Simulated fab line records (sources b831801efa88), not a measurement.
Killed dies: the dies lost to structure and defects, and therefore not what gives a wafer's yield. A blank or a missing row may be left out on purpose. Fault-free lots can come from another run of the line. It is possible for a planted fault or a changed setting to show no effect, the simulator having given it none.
fab line records + flow sky130
record:
- lots: 12
- wafers: 36
- lastDay: 50
route steps=708 shown FIELD_ISO@14 PWDE@54 VT_ADJUST_LVTN@105
lots untouched by any fault: they come from a run of this same line in which no faults occurred
startH: hours from the record's first day to the start of the lot's first wafer shown + waitH: how many hours have passed since the lot's step before this one + " unchanged from the row above + L1.1+2: several wafers, shown together as one row + - value missing, or start not given + * or withheld: withheld + < > ~ a bound
route shown NAME@n: NAME is a module with steps in the file, n the number in the route of the first one + usual: mean/standard deviation of fault-free wafers + same: alike in all rows + chamber/n: place in a boat + sites: per-site readings + _std_site: the values' standard deviation + _edge_site: the outer-site mean with the inner-site mean subtracted + radiusMm: for every site, how far away it sits from the centre of the wafer + mask NAME#n: copy n + behind: tool/chamber where the wafer was last shaped + hold: why the lot was held/for how many hours/how that ended + device: transistor that didn't switch, given as n, p or np + end of line: at the end of the route, the tests of the same wafers + for a step that has no rows: nothing shown but its recipe + killed: count of dies lost to structure and defects at first sort (not the wafer's yield) + map: dies across one wafer; x = killed, . = not, _ = none there
set.NAME: the setting that was run; set.NAME@STEP: the one run at that earlier step + model.NAME: the simulator's own value behind a step, which no gauge read
route steps across a sampled set of lots; one table per step, one row per wafer
services: the hour from which a tool's chamber was out of use, counted from the record's first day as startH (under 0 if before that day), plus the number of hours and why
== steps ==
step: SKY_FIELD_ISO_CD_MEAS_13
recipe:
- targetCdNm: 150
usual:
- cdNm: 150.3/1.5
| lot.wafer | tool     | chamber | startH | waitH | cdNm  |
|-----------|----------|---------|--------|-------|-------|
| L184.1    | cdSem-01 | -       | 37.63  | -     | 151.3 |
| L184.3    | "        | -       | "      | "     | 152.9 |
| L184.5    | "        | -       | "      | "     | 152.9 |
| L185.3    | cdSem-02 | -       | 45.20  | -     | 151.7 |
| L185.5    | "        | -       | "      | "     | 150.8 |
| L185.6    | "        | -       | "      | "     | 151.6 |
| L186.1    | cdSem-01 | -       | 51.97  | -     | 150.1 |
| L186.4    | "        | -       | "      | "     | 149.7 |
| L186.5    | "        | -       | "      | "     | 149.7 |
| L187.1    | cdSem-02 | -       | 59.63  | -     | 151.1 |
| L187.3    | "        | -       | "      | "     | 149.7 |
| L187.5    | "        | -       | "      | "     | 149.3 |
| L188.2    | cdSem-02 | -       | 61.84  | -     | 150.1 |
| L188.3    | "        | -       | "      | "     | 149.7 |
| L188.6    | "        | -       | "      | "     | 149.6 |
| L190.1    | cdSem-01 | -       | 69.87  | -     | 149.2 |
| L190.3    | "        | -       | "      | "     | 150.3 |
| L190.6    | "        | -       | "      | "     | 148.2 |
| L191.2    | cdSem-02 | -       | 75.08  | -     | 150.8 |
| L191.4    | "        | -       | "      | "     | 152.0 |
| L191.6    | "        | -       | "      | "     | 151.3 |
| L192.1    | cdSem-01 | -       | 79.83  | -     | 148.3 |
| L192.5    | "        | -       | "      | "     | 147.3 |
| L192.6    | "        | -       | "      | "     | 148.7 |
| L201.1    | cdSem-02 | -       | 127.78 | -     | 146.7 |
| L201.2    | "        | -       | "      | "     | 147.2 |
| L201.5    | "        | -       | "      | "     | 147.5 |
| L202.1    | cdSem-02 | -       | 133.22 | -     | 150.5 |
| L202.3    | "        | -       | "      | "     | 150.8 |
| L202.4    | "        | -       | "      | "     | 150.3 |
| L203.2    | cdSem-02 | -       | 137.34 | -     | 151.3 |
| L203.3    | "        | -       | "      | "     | 151.4 |
| L203.5    | "        | -       | "      | "     | 150.5 |
| L205.1    | cdSem-02 | -       | 151.11 | -     | 149.1 |
| L205.5    | "        | -       | "      | "     | 150.3 |
| L205.6    | "        | -       | "      | "     | 148.2 |
step: SKY_PWDE_STRIP_09
recipe:
- chemistry: O2/N2
- powerW: 1400
- pressureMtorr: 1500
- platenTempC: withheld
- o2FlowSccm: 3000
- n2FlowSccm: 300
- overashFraction: 0.5
usual:
- drypumpMotorCurrentA: 5.8/0.62
- oesProductAu: 0.723/0.0047
- stripTimeToEndpointS: 36.91/0.1
| lot.wafer | tool           | chamber | startH | waitH | drypumpMotorCurrentA | oesProductAu | rfHoursCounterH | stripTimeToEndpointS |
|-----------|----------------|---------|--------|-------|----------------------|--------------|-----------------|----------------------|
| L184.1    | plasmaAsher-02 | 0       | 77.65  | 0.1   | 5.5                  | 0.727        | 39              | 36.83                |
| L184.3    | "              | 1       | "      | "     | 6.7                  | 0.729        | -               | 36.83                |
| L184.5    | "              | 0       | "      | "     | 5.5                  | 0.733        | -               | 36.90                |
| L185.3    | plasmaAsher-04 | 0       | 83.63  | 0.1   | 6.7                  | 0.721        | -               | 36.94                |
| L185.5    | "              | 0       | "      | "     | 6.7                  | 0.718        | -               | 36.79                |
| L185.6    | "              | 1       | "      | "     | 6.1                  | 0.723        | -               | 36.89                |
| L186.1    | plasmaAsher-03 | 1       | 89.84  | 0.1   | 5.5                  | 0.722        | 41              | 36.92                |
| L186.4    | "              | 0       | "      | "     | 5.1                  | 0.725        | -               | 36.91                |
| L186.5    | "              | 1       | "      | "     | 5.6                  | 0.720        | -               | 37.08                |
| L187.1    | plasmaAsher-02 | 0       | 98.15  | 0.1   | 5.5                  | 0.727        | 41              | 36.69                |
| L187.3    | "              | 0       | "      | "     | 5.5                  | 0.716        | -               | 36.78                |
| L187.5    | "              | 0       | "      | "     | 5.5                  | 0.727        | -               | 36.73                |
| L188.2    | plasmaAsher-02 | 1       | 102.09 | 0.1   | 6.7                  | 0.710        | 41              | 36.92                |
| L188.3    | "              | 0       | "      | "     | 5.5                  | 0.726        | -               | 36.96                |
| L188.6    | "              | 1       | "      | "     | 6.7                  | 0.722        | -               | 36.96                |
| L190.1    | plasmaAsher-02 | 0       | 112.40 | 0.1   | 5.5                  | 0.724        | 43              | 36.90                |
| L190.3    | "              | 0       | "      | "     | 5.5                  | 0.724        | -               | 36.73                |
| L190.6    | "              | 0       | "      | "     | 5.5                  | 0.721        | -               | 36.87                |
| L191.2    | plasmaAsher-03 | 0       | 114.85 | 0.1   | 5.1                  | 0.730        | 44              | 36.88                |
| L191.4    | "              | 1       | "      | "     | 5.5                  | 0.725        | -               | 36.95                |
| L191.6    | "              | 1       | "      | "     | 5.5                  | 0.725        | -               | 37.01                |
| L192.1    | plasmaAsher-02 | 0       | 125.25 | 0.1   | 5.5                  | 0.713        | 45              | 36.77                |
| L192.5    | "              | 0       | "      | "     | 5.5                  | 0.719        | -               | 36.91                |
| L192.6    | "              | 1       | "      | "     | 6.7                  | 0.723        | -               | 36.79                |
| L201.1    | plasmaAsher-03 | 1       | 173.65 | 0.1   | 5.5                  | 0.723        | 50              | 36.89                |
| L201.2    | "              | 0       | "      | "     | 5.0                  | 0.725        | 50              | 36.90                |
| L201.5    | "              | 1       | "      | "     | 5.5                  | 0.719        | -               | 36.86                |
| L202.1    | plasmaAsher-03 | 0       | 179.20 | 0.1   | 5.0                  | 0.715        | 50              | 37.02                |
| L202.3    | "              | 1       | "      | "     | 5.5                  | 0.718        | -               | 37.08                |
| L202.4    | "              | 0       | "      | "     | 5.1                  | 0.719        | -               | 37.08                |
| L203.2    | plasmaAsher-02 | 0       | 184.09 | 0.1   | 5.5                  | 0.723        | 50              | 37.10                |
| L203.3    | "              | 1       | "      | "     | 6.7                  | 0.724        | -               | 36.96                |
| L203.5    | "              | 1       | "      | "     | 6.7                  | 0.721        | -               | 36.97                |
| L205.1    | plasmaAsher-03 | 0       | 201.65 | 0.1   | 5.1                  | 0.729        | 53              | 36.91                |
| L205.5    | "              | 1       | "      | "     | 5.6                  | 0.722        | -               | 36.86                |
| L205.6    | "              | 0       | "      | "     | 5.1                  | 0.720        | -               | 36.89                |
step: SKY_PWDE_TW_MEAS_10
usual:
- PWDE_TW: 368/3.2
| lot.wafer | tool         | chamber | startH | waitH | PWDE_TW |
|-----------|--------------|---------|--------|-------|---------|
| L184.1    | filmMetro-04 | -       | 77.75  | 0.1   | 369     |
| L184.3    | "            | -       | "      | "     | 369     |
| L184.5    | "            | -       | "      | "     | 369     |
| L185.3    | filmMetro-03 | -       | 83.71  | 0.1   | 364     |
| L185.5    | "            | -       | "      | "     | 362     |
| L185.6    | "            | -       | "      | "     | 362     |
| L186.1    | filmMetro-03 | -       | 89.94  | 0.1   | 365     |
| L186.4    | "            | -       | "      | "     | 364     |
| L186.5    | "            | -       | "      | "     | 364     |
| L187.1    | filmMetro-04 | -       | 98.25  | 0.1   | 371     |
| L187.3    | "            | -       | "      | "     | 370     |
| L187.5    | "            | -       | "      | "     | 371     |
| L188.2    | filmMetro-02 | -       | 102.20 | 0.1   | 366     |
| L188.3    | "            | -       | "      | "     | 366     |
| L188.6    | "            | -       | "      | "     | 366     |
| L190.1    | filmMetro-03 | -       | 112.50 | 0.1   | 362     |
| L190.3    | "            | -       | "      | "     | 363     |
| L190.6    | "            | -       | "      | "     | 362     |
| L191.2    | filmMetro-03 | -       | 114.96 | 0.1   | 363     |
| L191.4    | "            | -       | "      | "     | 363     |
| L191.6    | "            | -       | "      | "     | 363     |
| L192.1    | filmMetro-02 | -       | 125.35 | 0.1   | 368     |
| L192.5    | "            | -       | "      | "     | 367     |
| L192.6    | "            | -       | "      | "     | 368     |
| L201.1    | filmMetro-04 | -       | 173.75 | 0.1   | 370     |
| L201.2    | "            | -       | "      | "     | 370     |
| L201.5    | "            | -       | "      | "     | 368     |
| L202.1    | filmMetro-02 | -       | 179.30 | 0.1   | 369     |
| L202.3    | "            | -       | "      | "     | 368     |
| L202.4    | "            | -       | "      | "     | 368     |
| L203.2    | filmMetro-04 | -       | 184.20 | 0.1   | 370     |
| L203.3    | "            | -       | "      | "     | 371     |
| L203.5    | "            | -       | "      | "     | 371     |
| L205.1    | filmMetro-02 | -       | 201.75 | 0.1   | 367     |
| L205.5    | "            | -       | "      | "     | 366     |
| L205.6    | "            | -       | "      | "     | 366     |
step: SKY_VT_ADJUST_LVTN_IMPLANT_08
recipe:
- species: B
- energyKev: 30
- doseCm2: 1.57e+12
- tiltDeg: withheld
usual:
- doseIonsCm2: 1.5699e+12/1.6e+09
- faradayCurrentUA: 8.84/0.2
| lot.wafer | tool         | chamber | startH | waitH | doseIonsCm2 | faradayCurrentUA |
|-----------|--------------|---------|--------|-------|-------------|------------------|
| L184.1    | implanter-02 | 0       | 152.21 | 0.0   | 1.5688e+12  | 8.96             |
| L184.3    | "            | 0       | "      | "     | 1.5695e+12  | 8.93             |
| L184.5    | "            | 0       | "      | "     | 1.5688e+12  | 9.11             |
| L185.3    | implanter-01 | 0       | 161.04 | 0.1   | 1.5703e+12  | 8.41             |
| L185.5    | "            | 0       | "      | "     | 1.5702e+12  | 8.99             |
| L185.6    | "            | 0       | "      | "     | 1.5726e+12  | 8.77             |
| L186.1    | implanter-01 | 0       | 165.24 | 0.0   | 1.5692e+12  | 8.73             |
| L186.4    | "            | 0       | "      | "     | 1.5703e+12  | 8.43             |
| L186.5    | "            | 0       | "      | "     | 1.5678e+12  | 8.79             |
| L187.1    | implanter-04 | 0       | 175.35 | 0.0   | 1.5684e+12  | 8.94             |
| L187.3    | "            | 0       | "      | "     | 1.5664e+12  | 8.61             |
| L187.5    | "            | 0       | "      | "     | 1.5683e+12  | 8.56             |
| L188.2    | implanter-02 | 0       | 180.43 | 0.0   | 1.568e+12   | 8.68             |
| L188.3    | "            | 0       | "      | "     | 1.5697e+12  | 8.83             |
| L188.6    | "            | 0       | "      | "     | 1.5693e+12  | 8.86             |
| L190.1    | implanter-02 | 0       | 192.74 | 0.0   | 1.5694e+12  | 8.80             |
| L190.3    | "            | 0       | "      | "     | 1.5703e+12  | 8.77             |
| L190.6    | "            | 0       | "      | "     | 1.5695e+12  | 8.72             |
| L191.2    | implanter-02 | 0       | 194.97 | 0.0   | 1.5699e+12  | 9.00             |
| L191.4    | "            | 0       | "      | "     | 1.5702e+12  | 8.85             |
| L191.6    | "            | 0       | "      | "     | 1.5726e+12  | 8.90             |
| L192.1    | implanter-01 | 0       | 206.99 | 0.0   | 1.5672e+12  | 8.99             |
| L192.5    | "            | 0       | "      | "     | 1.5702e+12  | 9.08             |
| L192.6    | "            | 0       | "      | "     | 1.5691e+12  | 8.85             |
| L201.1    | implanter-02 | 0       | 265.71 | 0.0   | 2.2737e+12  | 12.91            |
| L201.2    | "            | 0       | "      | "     | 2.2701e+12  | 12.87            |
| L201.5    | "            | 0       | "      | "     | 2.2692e+12  | 12.79            |
| L202.1    | implanter-02 | 0       | 269.94 | 0.0   | 2.2722e+12  | 12.66            |
| L202.3    | "            | 0       | "      | "     | 2.2727e+12  | 12.36            |
| L202.4    | "            | 0       | "      | "     | 2.2741e+12  | 12.76            |
| L203.2    | implanter-04 | 0       | 276.62 | 0.0   | 1.5728e+12  | 8.81             |
| L203.3    | "            | 0       | "      | "     | 1.5692e+12  | 8.71             |
| L203.5    | "            | 0       | "      | "     | 1.569e+12   | 8.45             |
| L205.1    | implanter-04 | 0       | 295.84 | 0.0   | 1.5688e+12  | 8.75             |
| L205.5    | "            | 0       | "      | "     | 1.57e+12    | 8.72             |
| L205.6    | "            | 0       | "      | "     | 1.5704e+12  | 9.01             |
step: SKY_VT_ADJUST_LVTN_TW_MEAS_10
usual:
- VT_ADJUST_LVTN_TW: 239.4/1.4
| lot.wafer | tool         | chamber | startH | waitH | VT_ADJUST_LVTN_TW |
|-----------|--------------|---------|--------|-------|-------------------|
| L184.1    | filmMetro-01 | -       | 152.46 | 0.1   | 240.4             |
| L184.3    | "            | -       | "      | "     | 240.5             |
| L184.5    | "            | -       | "      | "     | 241.5             |
| L185.3    | filmMetro-02 | -       | 161.26 | 0.1   | 239.9             |
| L185.5    | "            | -       | "      | "     | 238.5             |
| L185.6    | "            | -       | "      | "     | 241.0             |
| L186.1    | filmMetro-01 | -       | 165.49 | 0.1   | 239.1             |
| L186.4    | "            | -       | "      | "     | 239.8             |
| L186.5    | "            | -       | "      | "     | 240.0             |
| L187.1    | filmMetro-01 | -       | 175.60 | 0.1   | 240.5             |
| L187.3    | "            | -       | "      | "     | 240.7             |
| L187.5    | "            | -       | "      | "     | 240.3             |
| L188.2    | filmMetro-02 | -       | 180.66 | 0.1   | 239.5             |
| L188.3    | "            | -       | "      | "     | 239.4             |
| L188.6    | "            | -       | "      | "     | 239.7             |
| L190.1    | filmMetro-04 | -       | 192.99 | 0.1   | 240.6             |
| L190.3    | "            | -       | "      | "     | 241.4             |
| L190.6    | "            | -       | "      | "     | 240.2             |
| L191.2    | filmMetro-04 | -       | 195.20 | 0.1   | 240.6             |
| L191.4    | "            | -       | "      | "     | 240.3             |
| L191.6    | "            | -       | "      | "     | 240.0             |
| L192.1    | filmMetro-02 | -       | 207.24 | 0.1   | 241.7             |
| L192.5    | "            | -       | "      | "     | 238.6             |
| L192.6    | "            | -       | "      | "     | 239.8             |
| L201.1    | filmMetro-01 | -       | 265.96 | 0.1   | 266.6             |
| L201.2    | "            | -       | "      | "     | 267.8             |
| L201.5    | "            | -       | "      | "     | 267.8             |
| L202.1    | filmMetro-01 | -       | 270.19 | 0.1   | 266.3             |
| L202.3    | "            | -       | "      | "     | 266.0             |
| L202.4    | "            | -       | "      | "     | 268.5             |
| L203.2    | filmMetro-02 | -       | 276.85 | 0.1   | 238.0             |
| L203.3    | "            | -       | "      | "     | 237.3             |
| L203.5    | "            | -       | "      | "     | 237.9             |
| L205.1    | filmMetro-02 | -       | 296.09 | 0.1   | 237.9             |
| L205.5    | "            | -       | "      | "     | 238.1             |
| L205.6    | "            | -       | "      | "     | 238.4             |
== services ==
| tool           | chamber | startH | hours | kind      |
|----------------|---------|--------|-------|-----------|
| plasmaAsher-04 | -       | 73.69  | 0.5   | repair    |
| plasmaAsher-02 | -       | 81.77  | 1.3   | repair    |
| plasmaAsher-04 | -       | 96.85  | 21.6  | repair    |
| implanter-04   | -       | 111.20 | 16.9  | pm        |
| plasmaAsher-04 | -       | 118.45 | 9.0   | pm        |
| plasmaAsher-04 | 0       | 118.45 | 9.0   | ventCycle |
| plasmaAsher-04 | 1       | 118.45 | 9.0   | ventCycle |
| plasmaAsher-04 | 0       | 127.45 | -     | clean     |
| plasmaAsher-04 | 1       | 127.45 | -     | clean     |
| implanter-01   | -       | 133.62 | 1.6   | repair    |
| implanter-04   | -       | 134.32 | 3.9   | pm        |
| implanter-01   | -       | 147.70 | 1.8   | repair    |
| plasmaAsher-03 | -       | 168.11 | 0.9   | repair    |
| implanter-02   | -       | 169.92 | 1.7   | repair    |
| plasmaAsher-04 | -       | 177.69 | 2.6   | repair    |
| implanter-01   | -       | 194.71 | 5.2   | repair    |
| implanter-01   | -       | 195.79 | 10.5  | repair    |
| implanter-01   | -       | 222.67 | 6.6   | repair    |
| implanter-02   | -       | 253.59 | 0.7   | repair    |
| plasmaAsher-02 | -       | 256.13 | 7.1   | repair    |
| plasmaAsher-03 | -       | 284.00 | 3.3   | repair    |
| implanter-01   | -       | 291.57 | 3.8   | pm        |
== key ==
firstSign:
- step: SKY_VT_ADJUST_LVTN_IMPLANT_08
- reading: doseIonsCm2
- direction: up
- sigmas: 99+
- usual: *
- struck: *
effect:
- step: SKY_VT_ADJUST_LVTN_IMPLANT_08
- reading: faradayCurrentUA
- direction: up
- sigmas: 19
- usual: 8.84
- struck: 12.72
effect:
- step: SKY_VT_ADJUST_LVTN_TW_MEAS_10
- reading: VT_ADJUST_LVTN_TW
- direction: up
- sigmas: 20
- usual: 239.4
- struck: 267.2
metAt SKY_VT_ADJUST_LVTN_IMPLANT_08
struckLots L201,L202
testerLeftOut L201,L202
notActingAt SKY_FIELD_ISO_CD_MEAS_13,SKY_PWDE_STRIP_09,SKY_PWDE_TW_MEAS_10
onsetBetween 194.97 265.71
fault:
- kind: processParameterDrift
- tool: implanter-02
- chamber: -
- onsetH: 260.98
- steps: SKY_VT_ADJUST_LVTN_IMPLANT_08
- channel: doseCm2
- offset: *
- shape: step
- endH: 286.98
- actsIn: *
- stated: *
testerLeftOut: of these lots the tester's yield and bins aren't shown, on N5 and GAA mostly nor the transistor test; their killed dies are dies lost to structure and defects alone, not to doping, threshold or leakage, so they don't give the yield
